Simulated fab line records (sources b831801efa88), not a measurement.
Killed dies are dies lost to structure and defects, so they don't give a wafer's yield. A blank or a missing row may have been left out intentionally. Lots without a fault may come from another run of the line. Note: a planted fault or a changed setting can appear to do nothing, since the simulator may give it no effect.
fab line records    flow gf180mcu
[record] lots = 7  wafers = 21  lastDay = 34
route steps=602 shown HV_LDD@232 NSD@235 PSD@248
lots untouched by any fault: they come from a run of this same line in which no faults occurred
startH: start of the lot's first displayed wafer, in hours after the record's first day    waitH: time in hours since the lot's previous step    " repeats the value in the row above    L1.1+2: a row that stands for several wafers    - no value, or no start given    * or withheld: withheld    < > ~ a bound
route shown NAME@n: a module of which the file shows steps, and the number in the route of the first    usual: the fault-free wafers' mean and standard deviation    same: alike in all rows    chamber/n: place in a boat    sites: each site's reading    _std_site: standard deviation of those values    _edge_site: mean of outer sites minus mean of inner sites    radiusMm: for every site, how far away it sits from the centre of the wafer    mask NAME#n: copy n    behind: the most recent tool/chamber to have shaped the wafer    hold: why the lot went on hold/how many hours it stayed there/how the hold came to an end    device: transistor that didn't switch, given as n, p or np    end of line: tests of these same wafers at the route's end    step lacking rows: just its recipe    killed: not the wafer's yield, but the dies lost to structure and defects at the first sort    map: per-die view of a wafer (x killed, . not killed, _ where there is no die)
set.NAME: the setting as run; set.NAME@STEP: as run at that earlier step    model.NAME: the simulator's own value behind a step, which no gauge read
lots at some steps of the route; a table a step, a row a wafer
services: the hour from which a tool's chamber was out of use, counted from the record's first day as startH (under 0 if before that day), plus the number of hours and why
[[steps]]
[step GF_HV_LDD_CVD_56]
[recipe] material = Si3N4  precursor = DCS/NH3  targetThkNm = 90  tempC = 770  timeS = 1543  pressureMtorr = 250
[step GF_HV_LDD_THK_MEAS_57]
[recipe] reads = Si3N4_of_HV_LDD_CVD_56
[usual] HV_LDD_CVD_56_THK = 89.6/0.88
lot.wafer  tool          chamber  startH  waitH  HV_LDD_CVD_56_THK[nm]
L566.1     filmMetro-01  -        327.68  0.0    88.6
L566.3     "             -        "       "      88.2
L566.5     "             -        "       "      89.2
L567.1     filmMetro-03  -        336.65  0.0    89.5
L567.3     "             -        "       "      89.5
L567.5     "             -        "       "      90.0
L576.1     filmMetro-04  -        401.75  0.0    88.8
L576.3     "             -        "       "      89.1
L576.4     "             -        "       "      88.8
L577.1     filmMetro-04  -        412.15  0.0    90.2
L577.2     "             -        "       "      90.6
L577.5     "             -        "       "      90.9
L578.1     filmMetro-04  -        426.99  0.0    88.9
L578.4     "             -        "       "      88.8
L578.6     "             -        "       "      89.0
L581.1     filmMetro-01  -        447.19  0.0    91.5
L581.4     "             -        "       "      91.0
L581.6     "             -        "       "      92.1
L582.1     filmMetro-03  -        454.78  0.0    88.9
L582.3     "             -        "       "      88.0
L582.4     "             -        "       "      88.3
[step GF_HV_LDD_ETCHBACK_58]
[recipe] chemistry = CH3F/O2  target = Si3N4  stopOn = SiO2  sourceW = 400  biasW = 80  pressureMtorr = 25  ch3fFlowSccm = 40  O2_flow_sccm = 30  timeS = 100  targetDepthA = 900
[usual] O2_flow_sccm = 30.01/0.09  drypumpMotorCurrentA = 5.7/0.34  oesProductAu = 0.840/0.0064  throttleValvePct = 10.560/0.0098
lot.wafer  tool        chamber  startH  waitH  O2_flow_sccm  drypumpMotorCurrentA  oesProductAu  rfHoursCounterH  throttleValvePct
L566.1     rieDiel-03  2        327.74  0.1    30.12         5.7                   0.832         13               10.559
L566.3     "           1        "       "      30.15         6.3                   0.833         89               10.560
L566.5     "           3        "       "      29.94         5.2                   0.841         -                10.566
L567.1     rieDiel-02  3        336.71  0.1    30.01         6.0                   0.836         73               10.551
L567.3     "           1        "       "      30.14         5.9                   0.836         1                10.573
L567.5     "           2        "       "      30.03         5.8                   0.837         -                10.577
L576.1     rieDiel-04  3        401.81  0.1    30.10         5.6                   0.837         30               10.556
L576.3     "           2        "       "      30.04         6.0                   0.843         8                10.567
L576.4     "           1        "       "      30.04         5.8                   0.842         20               10.563
L577.1     rieDiel-02  2        412.21  0.1    29.93         5.8                   0.842         6                10.554
L577.2     "           3        "       "      30.00         6.0                   0.853         75               10.569
L577.5     "           2        "       "      29.97         5.8                   0.854         -                10.553
L578.1     rieDiel-04  3        427.05  0.1    30.01         5.6                   0.836         30               10.554
L578.4     "           1        "       "      30.05         5.8                   0.833         20               10.584
L578.6     "           0        "       "      30.19         5.4                   0.833         -                10.548
L581.1     rieDiel-02  2        447.25  0.1    30.05         5.8                   0.850         7                10.556
L581.4     "           1        "       "      29.86         5.9                   0.856         4                10.541
L581.6     "           3        "       "      29.87         6.0                   0.855         -                10.566
L582.1     rieDiel-03  2        454.84  0.1    30.04         5.7                   0.841         16               10.549
L582.3     "           1        "       "      30.02         6.3                   0.826         92               10.566
L582.4     "           0        "       "      29.97         5.8                   0.832         6                10.571
[step GF_NSD_DEHYDRATE_00]
[recipe] tempC = 200  timeS = 60
[step GF_NSD_HMDS_01]
[recipe] primeTimeS = 60  primeTempC = 120
[step GF_NSD_COAT_02]
[recipe] resist = NOVOLAK  spinRpm = 3000  resistThkNm = 1000
[step GF_NSD_SOFTBAKE_03]
[recipe] tempC = 90  timeS = 60  resist = NOVOLAK
[step GF_NSD_EXPOSE_04]
[recipe] maskId = Nplus  targetCdNm = 400  na = 0.6  sourceShape = conventional  sigmaOuter = 0.6  doseMj = 140
[step GF_NSD_PEB_05]
[recipe] tempC = withheld  timeS = *  resist = NOVOLAK
[step GF_NSD_DEVELOP_06]
[recipe] developTimeS = 60  devTempC = 23
[step GF_NSD_CD_MEAS_07]
[recipe] targetCdNm = 400
[usual] cdNm = 400.1/2.5
lot.wafer  tool      chamber  startH  waitH  cdNm
L566.1     cdSem-02  -        349.36  0.1    399.0
L566.3     "         -        "       "      398.4
L566.5     "         -        "       "      400.0
L567.1     cdSem-01  -        358.11  0.1    398.0
L567.3     "         -        "       "      396.4
L567.5     "         -        "       "      396.1
L576.1     cdSem-02  -        424.89  0.1    401.4
L576.3     "         -        "       "      402.4
L576.4     "         -        "       "      402.0
L577.1     cdSem-02  -        435.96  0.1    403.2
L577.2     "         -        "       "      402.2
L577.5     "         -        "       "      401.1
L578.1     cdSem-01  -        451.19  0.1    401.1
L578.4     "         -        "       "      403.1
L578.6     "         -        "       "      402.7
L581.1     cdSem-02  -        471.04  0.1    404.1
L581.4     "         -        "       "      404.4
L581.6     "         -        "       "      402.7
L582.1     cdSem-02  -        478.21  0.1    402.0
L582.3     "         -        "       "      399.8
L582.4     "         -        "       "      403.3
[step GF_NSD_OVL_MEAS_08]
[usual] NSD_OVL = 0.0/1.3
lot.wafer  tool        chamber  startH  waitH  NSD_OVL[nm]
L566.1     overlay-02  -        349.48  0.1    1.4
L566.3     "           -        "       "      1.7
L566.5     "           -        "       "      0.4
L567.1     overlay-02  -        358.23  0.1    -0.8
L567.3     "           -        "       "      -0.2
L567.5     "           -        "       "      -1.1
L576.1     overlay-01  -        425.01  0.1    -1.8
L576.3     "           -        "       "      -1.3
L576.4     "           -        "       "      -1.3
L577.1     overlay-01  -        436.08  0.1    1.4
L577.2     "           -        "       "      0.9
L577.5     "           -        "       "      0.9
L578.1     overlay-02  -        451.31  0.1    0.3
L578.4     "           -        "       "      -0.4
L578.6     "           -        "       "      -1.4
L581.1     overlay-02  -        471.16  0.1    -2.1
L581.4     "           -        "       "      -1.4
L581.6     "           -        "       "      -1.8
L582.1     overlay-02  -        478.33  0.1    0.1
L582.3     "           -        "       "      -0.3
L582.4     "           -        "       "      -1.2
[step GF_NSD_IMPLANT_09]
[recipe] species = As  energyKev = 60  doseCm2 = 4e+15  tiltDeg = 7
[usual] beamEnergyKeV = 59.999/0.017  beamOnS = 18.1/2.9
lot.wafer  tool          chamber  startH  waitH  beamEnergyKeV  beamOnS
L566.1     implanter-01  0        349.52  0.0    60.018         15.8
L566.3     "             0        "       "      59.980         16.4
L566.5     "             0        "       "      59.978         15.8
L567.1     implanter-02  0        358.27  0.0    60.004         16.9
L567.3     "             0        "       "      59.986         17.3
L567.5     "             0        "       "      60.015         17.0
L576.1     implanter-01  -        425.05  0.0    -              -
L576.3     "             -        "       "      -              -
L576.4     "             -        "       "      -              -
L577.1     implanter-03  -        436.12  0.0    -              -
L577.2     "             -        "       "      -              -
L577.5     "             -        "       "      -              -
L578.1     implanter-03  -        451.35  0.0    -              -
L578.4     "             -        "       "      -              -
L578.6     "             -        "       "      -              -
L581.1     implanter-02  0        471.19  0.0    59.992         16.9
L581.4     "             0        "       "      59.975         17.0
L581.6     "             0        "       "      59.978         16.9
L582.1     implanter-02  0        478.36  0.0    59.975         16.1
L582.3     "             0        "       "      60.020         16.5
L582.4     "             0        "       "      60.018         17.2
[step GF_NSD_IMPLANT_10]
[recipe] species = P  energyKev = 40  doseCm2 = 5e+14  tiltDeg = 7
[step GF_NSD_STRIP_11]
[recipe] chemistry = O2/N2  powerW = 1400  pressureMtorr = 1500  platenTempC = 250  o2FlowSccm = 3000  n2FlowSccm = 300  overashFraction = 0.5
[usual] drypumpMotorCurrentA = 6.03/0.29  heaterPowerW = 330/38  oesProductAu = 0.487/0.0046  stripTimeToEndpointS = 22.97/0.035
[same] overashFraction = 0.5
lot.wafer  tool            chamber  startH  waitH  drypumpMotorCurrentA  heaterPowerW  oesProductAu  rfHoursCounterH  stripTimeToEndpointS
L566.1     plasmaAsher-01  0        349.82  0.1    6.48                  381           0.481         73               22.98
L566.3     "               0        "       "      6.45                  385           0.483         -                22.99
L566.5     "               1        "       "      5.59                  377           0.487         -                22.99
L567.1     plasmaAsher-04  0        358.57  0.1    6.19                  322           0.489         71               22.98
L567.3     "               1        "       "      6.08                  287           0.480         -                23.00
L567.5     "               0        "       "      6.19                  317           0.481         -                23.00
L576.1     plasmaAsher-01  0        425.35  0.1    6.44                  379           0.706         81               12.79
L576.3     "               1        "       "      5.60                  388           0.703         -                12.82
L576.4     "               0        "       "      6.46                  381           0.709         -                12.77
L577.1     plasmaAsher-04  0        436.42  0.1    6.19                  313           0.710         1                12.78
L577.2     "               1        "       "      6.08                  284           0.709         1                12.82
L577.5     "               1        "       "      6.09                  292           0.708         -                12.80
L578.1     plasmaAsher-01  1        451.65  0.1    5.57                  380           0.706         84               12.82
L578.4     "               0        "       "      6.48                  386           0.717         -                12.83
L578.6     "               0        "       "      6.49                  375           0.712         -                12.76
L581.1     plasmaAsher-03  1        471.49  0.1    5.69                  326           0.484         35               22.95
L581.4     "               1        "       "      5.72                  324           0.480         -                22.97
L581.6     "               1        "       "      5.71                  321           0.492         -                22.96
L582.1     plasmaAsher-03  1        478.66  0.1    5.71                  325           0.489         36               22.98
L582.3     "               1        "       "      5.70                  312           0.493         -                23.02
L582.4     "               0        "       "      5.97                  291           0.488         -                23.01
[step GF_NSD_TW_MEAS_12]
[usual] NSD_TW = 4234/51
lot.wafer  tool          chamber  startH  waitH  NSD_TW
L566.1     filmMetro-01  -        349.92  0.1    4187
L566.3     "             -        "       "      4209
L566.5     "             -        "       "      4191
L567.1     filmMetro-01  -        358.67  0.1    4165
L567.3     "             -        "       "      4152
L567.5     "             -        "       "      4163
L576.1     filmMetro-04  -        425.45  0.1    2991
L576.3     "             -        "       "      2975
L576.4     "             -        "       "      2984
L577.1     filmMetro-02  -        436.52  0.1    3033
L577.2     "             -        "       "      3035
L577.5     "             -        "       "      3028
L578.1     filmMetro-01  -        451.75  0.1    2975
L578.4     "             -        "       "      2969
L578.6     "             -        "       "      2965
L581.1     filmMetro-02  -        471.59  0.1    4324
L581.4     "             -        "       "      4300
L581.6     "             -        "       "      4320
L582.1     filmMetro-02  -        478.76  0.1    4288
L582.3     "             -        "       "      4284
L582.4     "             -        "       "      4304
[step GF_PSD_DEHYDRATE_00]
[recipe] tempC = 200  timeS = 60
[step GF_PSD_HMDS_01]
[recipe] primeTimeS = 60  primeTempC = 120
[step GF_PSD_COAT_02]
[recipe] resist = NOVOLAK  spinRpm = 3000  resistThkNm = 1000
[step GF_PSD_SOFTBAKE_03]
[recipe] tempC = 90  timeS = 60  resist = NOVOLAK
[step GF_PSD_EXPOSE_04]
[recipe] maskId = Pplus  targetCdNm = 400  na = 0.6  sourceShape = conventional  sigmaOuter = 0.6  doseMj = 140
[step GF_PSD_PEB_05]
[recipe] tempC = withheld  timeS = *  resist = NOVOLAK
[step GF_PSD_DEVELOP_06]
[recipe] developTimeS = 60  devTempC = 23
[step GF_PSD_CD_MEAS_07]
[recipe] targetCdNm = 400
[usual] cdNm = 400.2/2.5
lot.wafer  tool      chamber  startH  waitH  cdNm
L566.1     cdSem-02  -        371.97  0.1    399.7
L566.3     "         -        "       "      400.7
L566.5     "         -        "       "      400.0
L567.1     cdSem-01  -        380.26  0.1    398.7
L567.3     "         -        "       "      397.2
L567.5     "         -        "       "      399.0
L576.1     cdSem-01  -        449.16  0.1    405.3
L576.3     "         -        "       "      403.9
L576.4     "         -        "       "      404.0
L577.1     cdSem-02  -        460.66  0.1    400.8
L577.2     "         -        "       "      398.8
L577.5     "         -        "       "      400.7
L578.1     cdSem-02  -        475.71  0.1    397.6
L578.4     "         -        "       "      399.9
L578.6     "         -        "       "      398.3
L581.1     cdSem-01  -        495.56  0.1    403.2
L581.4     "         -        "       "      402.7
L581.6     "         -        "       "      402.9
L582.1     cdSem-02  -        502.78  0.3    396.0
L582.3     "         -        "       "      398.1
L582.4     "         -        "       "      397.7
[step GF_PSD_OVL_MEAS_08]
[usual] PSD_OVL = 0.4/1.4
lot.wafer  tool        chamber  startH  waitH  PSD_OVL[nm]
L566.1     overlay-01  -        372.09  0.1    1.9
L566.3     "           -        "       "      -0.6
L566.5     "           -        "       "      -1.3
L567.1     overlay-02  -        380.38  0.1    -0.7
L567.3     "           -        "       "      0.4
L567.5     "           -        "       "      1.2
L576.1     overlay-01  -        449.28  0.1    0.0
L576.3     "           -        "       "      -0.5
L576.4     "           -        "       "      2.3
L577.1     overlay-02  -        460.78  0.1    -0.4
L577.2     "           -        "       "      2.0
L577.5     "           -        "       "      0.5
L578.1     overlay-01  -        475.83  0.1    1.2
L578.4     "           -        "       "      0.2
L578.6     "           -        "       "      0.3
L581.1     overlay-02  -        495.68  0.1    -0.6
L581.4     "           -        "       "      -2.0
L581.6     "           -        "       "      -3.1
L582.1     overlay-02  -        502.90  0.1    -0.6
L582.3     "           -        "       "      2.0
L582.4     "           -        "       "      2.2
[step GF_PSD_IMPLANT_09]
[recipe] species = BF2  energyKev = 40  doseCm2 = 1.5e+15  tiltDeg = 7
[step GF_PSD_STRIP_10]
[recipe] chemistry = O2/N2  powerW = 1400  pressureMtorr = 1500  platenTempC = 250  o2FlowSccm = 3000  n2FlowSccm = 300  overashFraction = 0.5
[usual] drypumpMotorCurrentA = 6.02/0.16  heaterPowerW = 324/29  oesProductAu = 0.592/0.0044  stripTimeToEndpointS = 16.52/0.034
[same] overashFraction = 0.5
lot.wafer  tool            chamber  startH  waitH  drypumpMotorCurrentA  heaterPowerW  oesProductAu  rfHoursCounterH  stripTimeToEndpointS
L566.1     plasmaAsher-04  0        372.28  0.1    6.19                  317           0.592         72               16.52
L566.3     "               0        "       "      6.18                  318           0.594         -                16.55
L566.5     "               1        "       "      6.13                  293           0.577         -                16.54
L567.1     plasmaAsher-02  0        380.56  0.1    6.11                  329           0.595         56               16.55
L567.3     "               1        "       "      6.01                  371           0.600         -                16.53
L567.5     "               1        "       "      5.98                  375           0.597         -                16.55
L576.1     plasmaAsher-03  1        449.47  0.1    5.68                  312           0.591         35               16.51
L576.3     "               1        "       "      5.68                  313           0.591         -                16.47
L576.4     "               0        "       "      6.02                  283           0.599         -                16.48
L577.1     plasmaAsher-02  0        460.97  0.1    6.15                  331           0.589         65               16.56
L577.2     "               1        "       "      5.98                  372           0.595         65               16.55
L577.5     "               0        "       "      6.12                  330           0.592         -                16.55
L578.1     plasmaAsher-03  0        476.01  0.1    5.98                  286           0.586         36               16.55
L578.4     "               0        "       "      5.99                  295           0.594         -                16.54
L578.6     "               1        "       "      5.67                  305           0.595         -                16.55
L581.1     plasmaAsher-02  0        495.87  0.1    6.11                  339           0.597         69               16.50
L581.4     "               0        "       "      6.12                  334           0.601         -                16.48
L581.6     "               1        "       "      5.98                  379           0.593         -                16.54
L582.1     plasmaAsher-02  1        503.08  0.1    5.99                  368           0.583         69               16.59
L582.3     "               1        "       "      5.99                  374           0.585         -                16.57
L582.4     "               0        "       "      6.11                  326           0.589         -                16.57
[step GF_PSD_TW_MEAS_11]
[usual] PSD_TW = 3180/39
lot.wafer  tool          chamber  startH  waitH  PSD_TW
L566.1     filmMetro-04  -        372.43  0.1    3161
L566.3     "             -        "       "      3165
L566.5     "             -        "       "      3163
L567.1     filmMetro-04  -        380.66  0.1    3160
L567.3     "             -        "       "      3150
L567.5     "             -        "       "      3140
L576.1     filmMetro-01  -        449.57  0.1    3165
L576.3     "             -        "       "      3136
L576.4     "             -        "       "      3144
L577.1     filmMetro-04  -        461.07  0.1    3159
L577.2     "             -        "       "      3153
L577.5     "             -        "       "      3157
L578.1     filmMetro-01  -        476.11  0.1    3154
L578.4     "             -        "       "      3150
L578.6     "             -        "       "      3143
L581.1     filmMetro-02  -        495.97  0.1    3235
L581.4     "             -        "       "      3205
L581.6     "             -        "       "      3223
L582.1     filmMetro-01  -        503.18  0.1    3144
L582.3     "             -        "       "      3148
L582.4     "             -        "       "      3126
[step GF_PSD_CLEAN_12]
[recipe] chemistry = SC1/SC2  mix = 1:4:20  tempC = 70  timeS = 150  dry = n2Spin
[step GF_PSD_RTA_13]
[recipe] tempC = 1025  timeS = 20  ambient = N2
[usual] annealTempCMax = 1030.0/1.1  chamberO2Ppm = 2.001/0.02  lampPowerPct = 31.3/1  wafer_temp_C_max = 1029.6/1.3
lot.wafer  tool          chamber  startH  waitH  annealTempCMax  chamberO2Ppm  lampPowerPct  wafer_temp_C_max
L566.1     rtpAnneal-02  0        372.54  0.0    1029.7          2.042         30.3          1028.7
L566.3     "             0        "       "      1032.0          2.003         30.3          1029.4
L566.5     "             0        "       "      1029.5          1.998         30.4          1028.3
L567.1     rtpAnneal-02  0        380.77  0.0    1032.7          2.006         30.3          1029.5
L567.3     "             0        "       "      1031.7          2.041         30.3          1028.2
L567.5     "             0        "       "      1029.8          2.034         30.3          1029.7
L576.1     rtpAnneal-01  0        449.68  0.0    1028.8          1.994         32.3          1029.4
L576.3     "             0        "       "      1029.3          1.975         32.3          1029.8
L576.4     "             0        "       "      1028.4          2.004         32.4          1030.9
L577.1     rtpAnneal-02  0        461.18  0.0    1030.9          2.002         30.3          1029.0
L577.2     "             0        "       "      1029.9          2.013         30.3          1028.5
L577.5     "             0        "       "      1030.5          2.006         30.4          1028.9
L578.1     rtpAnneal-01  0        476.22  0.0    1028.9          2.041         32.3          1029.8
L578.4     "             0        "       "      1028.3          2.018         32.4          1031.4
L578.6     "             0        "       "      1029.4          2.009         32.3          1031.9
L581.1     rtpAnneal-01  0        496.08  0.0    1031.0          2.013         32.3          1029.2
L581.4     "             0        "       "      1029.4          2.020         32.3          1030.4
L581.6     "             0        "       "      1030.0          1.982         32.3          1029.9
L582.1     rtpAnneal-02  0        503.34  0.0    1029.0          2.027         30.3          1029.3
L582.3     "             0        "       "      1030.8          2.002         30.3          1029.1
L582.4     "             0        "       "      1030.6          2.005         30.3          1029.1
[step GF_PSD_RS_MEAS_14]
[recipe] thkMeasGauge = four-point-probe
[usual] NSD_RS = 46.13/0.086
lot.wafer  tool          chamber  startH  waitH  NSD_RS[ohm/sq]
L566.1     filmMetro-01  -        372.62  0.1    46.04
L566.3     "             -        "       "      46.11
L566.5     "             -        "       "      46.06
L567.1     filmMetro-02  -        380.86  0.1    46.12
L567.3     "             -        "       "      46.13
L567.5     "             -        "       "      46.13
L576.1     filmMetro-01  -        449.76  0.1    139.07
L576.3     "             -        "       "      138.98
L576.4     "             -        "       "      139.61
L577.1     filmMetro-02  -        461.26  0.1    138.00
L577.2     "             -        "       "      138.43
L577.5     "             -        "       "      138.31
L578.1     filmMetro-04  -        476.31  0.1    139.10
L578.4     "             -        "       "      138.61
L578.6     "             -        "       "      139.19
L581.1     filmMetro-02  -        496.16  0.1    46.19
L581.4     "             -        "       "      46.23
L581.6     "             -        "       "      46.31
L582.1     filmMetro-01  -        503.43  0.1    46.12
L582.3     "             -        "       "      46.10
L582.4     "             -        "       "      46.07
[[services]]
tool            chamber  startH  hours  kind
implanter-02    -        304.28  5.7    pm
implanter-03    -        305.57  3.8    repair
plasmaAsher-01  -        308.15  1.0    repair
plasmaAsher-02  -        308.26  4.3    repair
implanter-02    -        312.41  0.6    repair
rieDiel-04      3        317.77  11.0   repair
plasmaAsher-02  -        331.13  5.5    repair
plasmaAsher-03  -        337.96  14.6   pm
implanter-03    -        341.72  2.8    repair
rieDiel-02      0        356.24  13.0   repair
implanter-03    -        367.02  4.2    repair
rieDiel-02      0        383.96  3.2    repair
implanter-01    -        384.72  4.7    pm
rieDiel-02      2        388.04  8.5    repair
implanter-03    -        389.15  3.2    repair
rieDiel-02      0        396.66  2.4    repair
implanter-01    -        400.87  3.0    pm
rieDiel-02      3        403.47  3.9    repair
plasmaAsher-04  -        421.25  9.0    pm
plasmaAsher-03  -        427.28  0.4    repair
plasmaAsher-04  -        445.30  1.2    repair
plasmaAsher-03  -        449.83  15.7   pm
rieDiel-02      -        466.47  0.8    repair
plasmaAsher-01  -        485.54  8.7    repair
[[key]]
[firstSign] step = GF_NSD_IMPLANT_09  reading = toolRecord  direction = missing
[effect] step = GF_NSD_STRIP_11  reading = stripTimeToEndpointS  direction = down  sigmas = 99+  usual = *  struck = *
[effect] step = GF_NSD_TW_MEAS_12  reading = NSD_TW  direction = down  sigmas = 24  usual = 4234  struck = 2995
[effect] step = GF_PSD_RS_MEAS_14  reading = NSD_RS  direction = up  sigmas = 99+  usual = 46.13  struck = 138.81
metAt GF_NSD_IMPLANT_09
struckWafers L576.1,L576.3,L576.4,L577.1,L577.2,L577.5,L578.1,L578.4,L578.6
laterRowsLeftOut L576.1,L576.3,L576.4,L577.1,L577.2,L577.5,L578.1,L578.4,L578.6
sortLeftOut L576.1,L576.3,L576.4,L577.1,L577.2,L577.5,L578.1,L578.4,L578.6
testerLeftOut L576,L577,L578
onsetBetween 349.52 425.05
[fault] kind = skippedStepWhole  tool = implanter-01,implanter-03  chamber = -  onsetH = 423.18  steps = GF_NSD_IMPLANT_09  scope = struckLotsOnly
// testerLeftOut: of these lots the tester's yield and bins aren't shown, on N5 and GAA mostly nor the transistor test; their killed dies are dies lost to structure and defects alone, not to doping, threshold or leakage, so they don't give the yield
// sortLeftOut: the simulated sort isn't trusted on such a fault, so these wafers' sort isn't shown, and their yield isn't known
// laterRowsLeftOut: the simulator's readings of these wafers behind a module that went badly wrong aren't trusted and aren't shown, but for the sort
